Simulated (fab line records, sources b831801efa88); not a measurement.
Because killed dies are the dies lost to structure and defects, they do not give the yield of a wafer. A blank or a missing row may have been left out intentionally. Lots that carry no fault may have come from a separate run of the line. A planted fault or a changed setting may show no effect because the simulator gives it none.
Matching of chambers + flow sky130 + rie_diel-02 running SKY_POLY_GATE_ETCH_16: 4 sister chambers
The step etches Si3N4 in CH3F/O2, stops on poly-Si, time 147.5 s, target depth 75 nm. 14 wafers are shown with their chamber, then 7 later ones without.

WAFERS PAIRED WITH THEIR CHAMBERS
| wafer  | chamber | drypump_motor_current_A (A) | run_length_s (s) | throttle_valve_pct (%) |
|--------|---------|-----------------------------|------------------|------------------------|
| L933.1 | 3       | 6.2                         | 175.3            | 10.528                 |
| L933.2 | 1       | 6.0                         | 176.8            | 10.536                 |
| L933.6 | 0       | 5.7                         | 175.5            | 10.536                 |
| L946.3 | 3       | 6.2                         | 175.5            | 10.535                 |
| L946.5 | 2       | 5.8                         | 176.4            | 10.543                 |
| L946.6 | 1       | 6.0                         | 176.4            | 10.543                 |
| L947.1 | 2       | 5.7                         | 176.4            | 10.533                 |
| L947.2 | 3       | 6.2                         | 175.3            | 10.531                 |
| L947.6 | 1       | 6.0                         | 176.5            | 10.525                 |
| L948.2 | 1       | 6.0                         | 176.5            | 10.541                 |
| L948.4 | 3       | 6.2                         | 175.3            | 10.534                 |
| L948.6 | 0       | 5.7                         | 175.8            | 10.544                 |
| L950.1 | 1       | 6.0                         | 177.2            | 10.535                 |
| L950.3 | 0       | 5.7                         | 176.0            | 10.539                 |

SIGNATURES (means of the wafers above)
| reading                 | chamber 0 | chamber 1 | chamber 2 | chamber 3 | scatter within a chamber |
|-------------------------|-----------|-----------|-----------|-----------|--------------------------|
| drypump_motor_current_A | 5.700     | 6.000     | 5.750     | 6.200     | 0.0224                   |
| run_length_s            | 175.767   | 176.680   | 176.400   | 175.350   | 0.242                    |
| throttle_valve_pct      | 10.53967  | 10.53600  | 10.53800  | 10.53200  | 0.00556                  |
Rule: for a wafer and a chamber, the distance is found by dividing, reading by reading, the gap between the wafer's reading and the chamber's mean by the reading's scatter, squaring, summing and taking the root. The wafer belongs to the nearest chamber; if the next one is less than 2 further off, it can't be placed. The scatter: the root of (the sum of the squares of (reading less its chamber's mean) over the shown wafers, divided by (wafers less chambers)).

WAFERS WITH NO CHAMBER GIVEN
| wafer  | drypump_motor_current_A (A) | run_length_s (s) | throttle_valve_pct (%) |
|--------|-----------------------------|------------------|------------------------|
| L950.6 | 6.0                         | 176.5            | 10.538                 |
| L952.4 | 6.0                         | 176.7            | 10.516                 |
| L952.5 | 6.1                         | 175.7            | 10.540                 |
| L952.6 | 5.7                         | 176.3            | 10.512                 |
| L954.1 | 6.2                         | 175.4            | 10.539                 |
| L954.4 | 5.8                         | 176.1            | 10.543                 |
| L954.6 | 6.0                         | 176.5            | 10.526                 |

WHICH CHAMBER EACH WENT THROUGH
| wafer  | from the rows above     | in truth |
|--------|-------------------------|----------|
| L950.6 | 1                       | 1        |
| L952.4 | 1                       | 1        |
| L952.5 | can't be placed: 3 or 1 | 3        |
| L952.6 | can't be placed: 2 or 0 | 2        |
| L954.1 | 3                       | 3        |
| L954.4 | 2                       | 2        |
| L954.6 | 1                       | 1        |
Correctly placed: 5 of 7. Can't be placed from these rows: 2 (the true chamber is among the candidates in 2). Number placed wrongly: 0.
